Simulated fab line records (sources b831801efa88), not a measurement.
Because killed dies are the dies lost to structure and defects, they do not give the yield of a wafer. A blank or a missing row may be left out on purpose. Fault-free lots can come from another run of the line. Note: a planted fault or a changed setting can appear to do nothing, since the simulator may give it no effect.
fab line records ; flow gf180mcu
[record] lots = 12; wafers = 36; lastDay = 34
route steps=602 shown NWELL@50 M1@320 V1@337
lots that met no fault: from a run of the same line without faults
startH: hours from the record's first day to the start of the lot's first wafer shown ; waitH: time in hours since the lot's previous step ; " identical to the entry in the row above ; L1.1+2: a single row standing in for several wafers ; - no value, or no start given ; * or withheld: withheld ; < > ~ a bound
route shown NAME@n: NAME is a module with steps in the file, n the number in the route of the first one ; usual: mean/standard deviation taken from wafers without a fault ; same: alike in all rows ; chamber/n: place in a boat ; sites: the reading at each site ; _std_site: standard deviation across them ; _edge_site: outer sites' mean less inner sites' ; radiusMm: for every site, how far away it sits from the centre of the wafer ; mask NAME#n: copy n ; behind: the last tool/chamber to shape the wafer ; hold: reason for holding the lot/hours on hold/outcome of the hold ; device: transistor that didn't switch, given as n, p or np ; end of line: the tests these same wafers got at the end of their route ; a step given without rows: its recipe and nothing more ; killed: dies lost to structure and defects at the first sort, not the wafer's yield ; map: a wafer's dies, x killed, . not, _ none there
set.NAME: the setting as run; set.NAME@STEP: as run at that earlier step ; model.NAME: the simulator's own value behind a step, which no gauge read
route steps across a sampled set of lots; one table per step, one row per wafer
services: a tool's chamber out of use, with start hour (startH, from the record's first day; less than 0 if before it), hours out, and reason
[[steps]]
[step GF_NWELL_IMPLANT_08]
[recipe] species = P; energyKev = 450; doseCm2 = 1.5e+13; tiltDeg = 0
[usual] beamOnS = 9.96/0.21; doseIonsCm2 = 1.4999e+13/1.7e+10; faradayCurrentUA = 84.9/1.7; tiltDeg = 0.001/0.021
lot.wafer;tool;chamber;startH;waitH;beamOnS;doseIonsCm2;faradayCurrentUA;tiltDeg
L834.1;implanter-02;0;67.39;0.0;9.94;1.5014e+13;85.4;-0.012
L834.2;implanter-02;0;67.39;0.0;9.92;1.4999e+13;85.2;-0.032
L834.5;implanter-02;0;67.39;0.0;10.01;1.501e+13;84.7;0.023
L835.1;implanter-02;0;70.79;0.0;9.93;1.4995e+13;85.0;-0.031
L835.2;implanter-02;0;70.79;0.0;10.30;1.4977e+13;82.3;0.003
L835.3;implanter-02;0;70.79;0.0;9.86;1.4975e+13;85.3;-0.007
L839.2;implanter-02;0;94.17;0.0;10.12;1.4997e+13;83.4;-0.007
L839.3;implanter-02;0;94.17;0.0;9.96;1.4994e+13;84.7;-0.011
L839.5;implanter-02;0;94.17;0.0;9.77;1.5002e+13;86.3;0.005
L840.1;implanter-02;0;99.59;0.0;9.98;1.4994e+13;85.1;0.020
L840.4;implanter-02;0;99.59;0.0;10.00;1.4991e+13;84.6;0.022
L840.6;implanter-02;0;99.59;0.0;10.37;1.499e+13;81.6;0.018
L842.1;implanter-01;0;109.09;0.0;9.81;1.5023e+13;85.9;0.003
L842.3;implanter-01;0;109.09;0.0;9.79;1.5013e+13;85.7;-0.020
L842.5;implanter-01;0;109.09;0.0;9.88;1.5026e+13;85.6;-0.010
L846.2;implanter-01;0;132.56;0.0;9.95;1.5028e+13;85.0;-0.003
L846.4;implanter-01;0;132.56;0.0;10.05;1.502e+13;84.0;-0.050
L846.5;implanter-01;0;132.56;0.0;9.64;1.5038e+13;87.7;-0.011
L848.3;implanter-01;0;142.68;0.1;10.19;1.4993e+13;83.1;0.027
L848.5;implanter-01;0;142.68;0.1;9.89;1.4993e+13;85.5;-0.032
L848.6;implanter-01;0;142.68;0.1;10.17;1.5026e+13;83.1;-0.006
L850.1;implanter-02;0;156.44;0.0;10.70;2.2913e+13;120.3;-0.002
L850.2;implanter-02;0;156.44;0.0;10.76;2.2884e+13;120.1;0.007
L850.4;implanter-02;0;156.44;0.0;10.84;2.2911e+13;119.8;-0.012
L851.1;implanter-03;0;160.63;0.0;10.01;1.5002e+13;84.5;0.012
L851.4;implanter-03;0;160.63;0.0;9.99;1.5017e+13;84.5;0.009
L851.5;implanter-03;0;160.63;0.0;9.97;1.5036e+13;84.8;-0.004
L852.1;implanter-02;0;164.18;0.0;10.95;2.2895e+13;117.9;0.024
L852.2;implanter-02;0;164.18;0.0;11.11;2.2923e+13;116.2;0.025
L852.6;implanter-02;0;164.18;0.0;10.80;2.2926e+13;120.0;0.041
L853.1;implanter-01;0;168.58;0.0;9.90;1.4985e+13;85.2;-0.003
L853.3;implanter-01;0;168.58;0.0;9.45;1.5003e+13;89.4;0.001
L853.6;implanter-01;0;168.58;0.0;9.54;1.5028e+13;88.2;0.017
L855.1;implanter-01;0;182.29;0.0;10.19;1.5007e+13;82.8;0.004
L855.3;implanter-01;0;182.29;0.0;10.01;1.503e+13;84.3;0.017
L855.5;implanter-01;0;182.29;0.0;9.89;1.4985e+13;85.6;0.012
[step GF_NWELL_TW_MEAS_11]
[usual] NWELL_TW = 1571/26
lot.wafer;tool;chamber;startH;waitH;NWELL_TW
L834.1;filmMetro-02;-;67.79;0.1;1597
L834.2;filmMetro-02;-;67.79;0.1;1599
L834.5;filmMetro-02;-;67.79;0.1;1594
L835.1;filmMetro-04;-;71.19;0.1;1558
L835.2;filmMetro-04;-;71.19;0.1;1560
L835.3;filmMetro-04;-;71.19;0.1;1559
L839.2;filmMetro-02;-;94.55;0.1;1600
L839.3;filmMetro-02;-;94.55;0.1;1606
L839.5;filmMetro-02;-;94.55;0.1;1602
L840.1;filmMetro-02;-;99.99;0.1;1612
L840.4;filmMetro-02;-;99.99;0.1;1603
L840.6;filmMetro-02;-;99.99;0.1;1608
L842.1;filmMetro-01;-;109.49;0.1;1537
L842.3;filmMetro-01;-;109.49;0.1;1539
L842.5;filmMetro-01;-;109.49;0.1;1540
L846.2;filmMetro-02;-;132.94;0.1;1595
L846.4;filmMetro-02;-;132.94;0.1;1598
L846.5;filmMetro-02;-;132.94;0.1;1598
L848.3;filmMetro-02;-;143.05;0.1;1596
L848.5;filmMetro-02;-;143.05;0.1;1601
L848.6;filmMetro-02;-;143.05;0.1;1591
L850.1;filmMetro-04;-;156.84;0.1;1772
L850.2;filmMetro-04;-;156.84;0.1;1764
L850.4;filmMetro-04;-;156.84;0.1;1765
L851.1;filmMetro-02;-;161.03;0.1;1593
L851.4;filmMetro-02;-;161.03;0.1;1598
L851.5;filmMetro-02;-;161.03;0.1;1599
L852.1;filmMetro-04;-;164.58;0.1;1765
L852.2;filmMetro-04;-;164.58;0.1;1757
L852.6;filmMetro-04;-;164.58;0.1;1764
L853.1;filmMetro-04;-;168.98;0.1;1560
L853.3;filmMetro-04;-;168.98;0.1;1572
L853.6;filmMetro-04;-;168.98;0.1;1556
L855.1;filmMetro-02;-;182.69;0.1;1600
L855.3;filmMetro-02;-;182.69;0.1;1584
L855.5;filmMetro-02;-;182.69;0.1;1593
[step GF_VT_IMPLANT_RS_MEAS_47]
[recipe] thkMeasGauge = four-point-probe
[usual] NWELL_RS = 487.8/1.3
lot.wafer;tool;chamber;startH;waitH;NWELL_RS[ohm/sq]
L834.1;filmMetro-02;-;171.87;0.1;489.5
L834.2;filmMetro-02;-;171.87;0.1;488.2
L834.5;filmMetro-02;-;171.87;0.1;488.1
L835.1;filmMetro-02;-;175.12;0.1;487.6
L835.2;filmMetro-02;-;175.12;0.1;488.3
L835.3;filmMetro-02;-;175.12;0.1;486.3
L839.2;filmMetro-02;-;204.89;0.1;488.4
L839.3;filmMetro-02;-;204.89;0.1;487.9
L839.5;filmMetro-02;-;204.89;0.1;488.6
L840.1;filmMetro-01;-;212.44;0.1;486.9
L840.4;filmMetro-01;-;212.44;0.1;490.0
L840.6;filmMetro-01;-;212.44;0.1;487.5
L842.1;filmMetro-01;-;225.41;0.1;489.3
L842.3;filmMetro-01;-;225.41;0.1;488.5
L842.5;filmMetro-01;-;225.41;0.1;487.5
L846.2;filmMetro-04;-;254.38;0.1;486.1
L846.4;filmMetro-04;-;254.38;0.1;486.6
L846.5;filmMetro-04;-;254.38;0.1;485.9
L848.3;filmMetro-01;-;264.91;0.1;486.8
L848.5;filmMetro-01;-;264.91;0.1;485.0
L848.6;filmMetro-01;-;264.91;0.1;485.7
L850.1;filmMetro-01;-;282.36;0.1;393.0
L850.2;filmMetro-01;-;282.36;0.1;392.9
L850.4;filmMetro-01;-;282.36;0.1;391.8
L851.1;filmMetro-01;-;287.77;0.1;488.1
L851.4;filmMetro-01;-;287.77;0.1;487.9
L851.5;filmMetro-01;-;287.77;0.1;488.9
L852.1;filmMetro-02;-;292.42;0.1;392.6
L852.2;filmMetro-02;-;292.42;0.1;392.5
L852.6;filmMetro-02;-;292.42;0.1;392.3
L853.1;filmMetro-02;-;297.07;0.1;488.0
L853.3;filmMetro-02;-;297.07;0.1;487.5
L853.6;filmMetro-02;-;297.07;0.1;488.2
L855.1;filmMetro-02;-;315.26;0.1;487.6
L855.3;filmMetro-02;-;315.26;0.1;488.3
L855.5;filmMetro-02;-;315.26;0.1;486.5
[step GF_M1_RS_MEAS_05]
[recipe] thkMeasGauge = four-point-probe; reads = TiN_of_M1_SPUTTER_04+Ti_of_M1_SPUTTER_03+AlCu_of_M1_SPUTTER_02+TiN_of_M1_SPUTTER_01+Ti_of_M1_SPUTTER_00
[usual] M1_ALCU_RS = 0.0693/0.00079
lot.wafer;tool;chamber;startH;waitH;M1_ALCU_RS[ohm/sq]
L834.1;filmMetro-04;-;382.63;0.0;0.0716
L834.2;filmMetro-04;-;382.63;0.0;0.0702
L834.5;filmMetro-04;-;382.63;0.0;0.0701
L835.1;filmMetro-03;-;386.31;0.0;0.0682
L835.2;filmMetro-03;-;386.31;0.0;0.0697
L835.3;filmMetro-03;-;386.31;0.0;0.0692
L839.2;filmMetro-04;-;425.34;0.0;0.0700
L839.3;filmMetro-04;-;425.34;0.0;0.0693
L839.5;filmMetro-04;-;425.34;0.0;0.0697
L840.1;filmMetro-03;-;434.33;0.0;0.0695
L840.4;filmMetro-03;-;434.33;0.0;0.0699
L840.6;filmMetro-03;-;434.33;0.0;0.0694
L842.1;filmMetro-03;-;454.60;0.0;0.0701
L842.3;filmMetro-03;-;454.60;0.0;0.0697
L842.5;filmMetro-03;-;454.60;0.0;0.0690
L846.2;filmMetro-03;-;492.59;0.0;0.0690
L846.4;filmMetro-03;-;492.59;0.0;0.0691
L846.5;filmMetro-03;-;492.59;0.0;0.0694
L848.3;filmMetro-04;-;505.12;0.1;0.0686
L848.5;filmMetro-04;-;505.12;0.1;0.0695
L848.6;filmMetro-04;-;505.12;0.1;0.0688
L850.1;filmMetro-04;-;525.36;0.0;0.0696
L850.2;filmMetro-04;-;525.36;0.0;0.0692
L850.4;filmMetro-04;-;525.36;0.0;0.0699
L851.1;filmMetro-02;-;531.99;0.0;0.0700
L851.4;filmMetro-02;-;531.99;0.0;0.0690
L851.5;filmMetro-02;-;531.99;0.0;0.0704
L852.1;filmMetro-02;-;536.06;0.0;0.0681
L852.2;filmMetro-02;-;536.06;0.0;0.0692
L852.6;filmMetro-02;-;536.06;0.0;0.0692
L853.1;filmMetro-02;-;547.46;0.0;0.0699
L853.3;filmMetro-02;-;547.46;0.0;0.0689
L853.6;filmMetro-02;-;547.46;0.0;0.0698
L855.1;filmMetro-03;-;562.21;0.0;0.0686
L855.3;filmMetro-03;-;562.21;0.0;0.0683
L855.5;filmMetro-03;-;562.21;0.0;0.0680
[step GF_V1_CVD_02]
[recipe] material = SiO2; targetThkNm = 850; precursor = TEOS; tempC = 400; timeS = 99.33; rfW = 600
[usual] heaterPowerW = 662/96
lot.wafer;tool;chamber;startH;waitH;heaterPowerW
L834.1;pecvd-01;2;406.93;0.1;661
L834.2;pecvd-01;1;406.93;0.1;668
L834.5;pecvd-01;2;406.93;0.1;718
L835.1;pecvd-04;1;410.18;0.1;603
L835.2;pecvd-04;2;410.18;0.1;790
L835.3;pecvd-04;0;410.18;0.1;576
L839.2;pecvd-04;0;450.27;0.0;603
L839.3;pecvd-04;2;450.27;0.0;794
L839.5;pecvd-04;2;450.27;0.0;846
L840.1;pecvd-04;1;459.76;0.1;593
L840.4;pecvd-04;2;459.76;0.1;806
L840.6;pecvd-04;0;459.76;0.1;655
L842.1;pecvd-02;2;479.47;0.1;690
L842.3;pecvd-02;1;479.47;0.1;580
L842.5;pecvd-02;0;479.47;0.1;926
L846.2;pecvd-02;1;515.98;0.0;626
L846.4;pecvd-02;0;515.98;0.0;888
L846.5;pecvd-02;2;515.98;0.0;602
L848.3;pecvd-01;0;530.02;0.0;535
L848.5;pecvd-01;0;530.02;0.0;580
L848.6;pecvd-01;1;530.02;0.0;644
L850.1;pecvd-02;2;549.08;0.1;765
L850.2;pecvd-02;1;549.08;0.1;496
L850.4;pecvd-02;2;549.08;0.1;620
L851.1;pecvd-01;2;555.78;0.1;724
L851.4;pecvd-01;2;555.78;0.1;751
L851.5;pecvd-01;0;555.78;0.1;635
L852.1;pecvd-01;1;559.08;0.1;686
L852.2;pecvd-01;2;559.08;0.1;700
L852.6;pecvd-01;0;559.08;0.1;610
L853.1;pecvd-04;1;570.33;0.1;694
L853.3;pecvd-04;2;570.33;0.1;705
L853.6;pecvd-04;1;570.33;0.1;550
L855.1;pecvd-04;0;584.97;0.1;628
L855.3;pecvd-04;2;584.97;0.1;803
L855.5;pecvd-04;2;584.97;0.1;853
[step GF_V1_STRIP_18]
[recipe] chemistry = O2/N2; powerW = 1400; pressureMtorr = 1500; platenTempC = 250; o2FlowSccm = 3000; n2FlowSccm = 300; overashFraction = 0.5
[usual] drypumpMotorCurrentA = 5.9/0.51; heaterPowerW = 324/29; oesProductAu = 0.592/0.0049; platenTempC = 250.00/0.17
lot.wafer;tool;chamber;startH;waitH;drypumpMotorCurrentA;heaterPowerW;oesProductAu;platenTempC;rfHoursCounterH
L834.1;plasmaAsher-01;1;431.78;-;5.5;308;0.595;249.82;55
L834.2;plasmaAsher-01;0;431.78;-;4.7;348;0.597;250.05;55
L834.5;plasmaAsher-01;0;431.78;-;4.7;340;0.599;250.26;-
L835.1;plasmaAsher-01;1;434.69;-;5.6;317;0.589;250.15;56
L835.2;plasmaAsher-01;0;434.69;-;4.7;344;0.585;250.18;56
L835.3;plasmaAsher-01;1;434.69;-;5.6;315;0.595;250.06;-
L839.2;plasmaAsher-02;1;475.38;-;6.0;320;0.586;249.95;86
L839.3;plasmaAsher-02;0;475.38;-;6.3;310;0.595;250.00;-
L839.5;plasmaAsher-02;1;475.38;-;6.0;320;0.593;249.96;-
L840.1;plasmaAsher-02;0;484.32;-;6.3;300;0.595;249.93;87
L840.4;plasmaAsher-02;1;484.32;-;6.0;320;0.600;250.08;-
L840.6;plasmaAsher-02;1;484.32;-;6.0;323;0.589;249.81;-
L842.1;plasmaAsher-03;1;504.36;-;6.1;304;0.602;250.08;36
L842.3;plasmaAsher-03;1;504.36;-;6.1;299;0.593;250.06;-
L842.5;plasmaAsher-03;1;504.36;-;6.1;295;0.590;249.69;-
L846.2;plasmaAsher-02;0;540.21;-;6.3;305;0.590;249.98;92
L846.4;plasmaAsher-02;1;540.21;-;6.0;323;0.596;249.96;-
L846.5;plasmaAsher-02;0;540.21;-;6.3;306;0.589;249.81;-
L848.3;plasmaAsher-02;0;553.38;-;6.3;306;0.588;250.11;-
L848.5;plasmaAsher-02;1;553.38;-;6.0;327;0.590;249.80;-
L848.6;plasmaAsher-02;0;553.38;-;6.3;297;0.598;250.05;-
L850.1;plasmaAsher-02;0;572.06;-;6.3;294;0.588;250.35;96
L850.2;plasmaAsher-02;1;572.06;-;6.0;330;0.591;250.36;96
L850.4;plasmaAsher-02;0;572.06;-;6.3;301;0.601;250.28;-
L851.1;plasmaAsher-03;0;578.61;-;6.4;403;0.596;249.82;43
L851.4;plasmaAsher-03;0;578.61;-;6.4;384;0.591;250.08;-
L851.5;plasmaAsher-03;1;578.61;-;6.1;306;0.596;249.85;-
L852.1;plasmaAsher-02;0;581.88;-;6.3;308;0.605;249.92;97
L852.2;plasmaAsher-02;1;581.88;-;6.0;326;0.594;249.85;97
L852.6;plasmaAsher-02;1;581.88;-;6.0;323;0.594;249.79;-
L853.1;plasmaAsher-01;1;592.61;-;5.6;306;0.586;249.70;72
L853.3;plasmaAsher-01;0;592.61;-;4.7;335;0.581;249.97;-
L853.6;plasmaAsher-01;1;592.61;-;5.6;309;0.595;249.72;-
L855.1;plasmaAsher-02;1;606.73;-;6.0;326;0.585;250.02;99
L855.3;plasmaAsher-02;0;606.73;-;6.3;300;0.589;249.89;-
L855.5;plasmaAsher-02;1;606.73;-;6.0;327;0.591;249.89;-
[[services]]
tool;chamber;startH;hours;kind
pecvd-04;-;88.53;0.6;repair
implanter-01;-;110.72;1.4;repair
implanter-02;-;137.04;1.2;repair
pecvd-01;-;145.20;1.7;repair
pecvd-01;-;148.55;2.8;pm
plasmaAsher-02;-;156.56;2.8;pm
pecvd-04;-;160.62;14.0;pm
implanter-01;-;187.46;37.3;pm
implanter-02;-;208.47;3.5;repair
implanter-01;-;238.76;4.4;pm
pecvd-04;-;280.12;0.5;repair
pecvd-04;2;317.66;15.3;repair
plasmaAsher-02;-;368.52;1.5;repair
implanter-02;-;408.84;2.3;repair
pecvd-04;-;427.74;0.3;repair
implanter-01;-;454.38;6.6;pm
implanter-02;-;457.97;23.5;pm
pecvd-04;-;464.00;2.8;pm
implanter-01;-;464.18;0.9;repair
implanter-02;-;486.87;3.1;pm
implanter-02;-;531.38;1.2;repair
implanter-02;-;534.89;3.2;pm
implanter-02;-;559.23;1.8;repair
pecvd-04;-;599.81;5.2;repair
[[key]]
[firstSign] step = GF_NWELL_IMPLANT_08; reading = doseIonsCm2; direction = up; sigmas = 99+; usual = 1.4999e+13; struck = 2.2909e+13
[effect] step = GF_NWELL_IMPLANT_08; reading = faradayCurrentUA; direction = up; sigmas = 20; usual = 84.9; struck = 119.1
[effect] step = GF_NWELL_TW_MEAS_11; reading = NWELL_TW; direction = up; sigmas = 7.5; usual = 1571; struck = 1764
[effect] step = GF_VT_IMPLANT_RS_MEAS_47; reading = NWELL_RS; direction = down; sigmas = 74; usual = 487.8; struck = 392.5
metAt GF_NWELL_IMPLANT_08
struckLots L850,L852
testerLeftOut L850,L852
notActingAt GF_M1_RS_MEAS_05,GF_V1_CVD_02,GF_V1_STRIP_18
onsetBetween 99.59 156.44
[fault] kind = processParameterDrift; tool = implanter-02; chamber = -; onsetH = 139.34; steps = GF_NWELL_IMPLANT_08; channel = doseCm2; offset = 7.9224e+12; shape = step; endH = 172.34; actsIn = theseRecipesOnly; stated = 1.5e+13
// testerLeftOut: of these lots the tester's yield and bins aren't shown, on N5 and GAA mostly nor the transistor test; their killed dies are dies lost to structure and defects alone, not to doping, threshold or leakage, so they don't give the yield
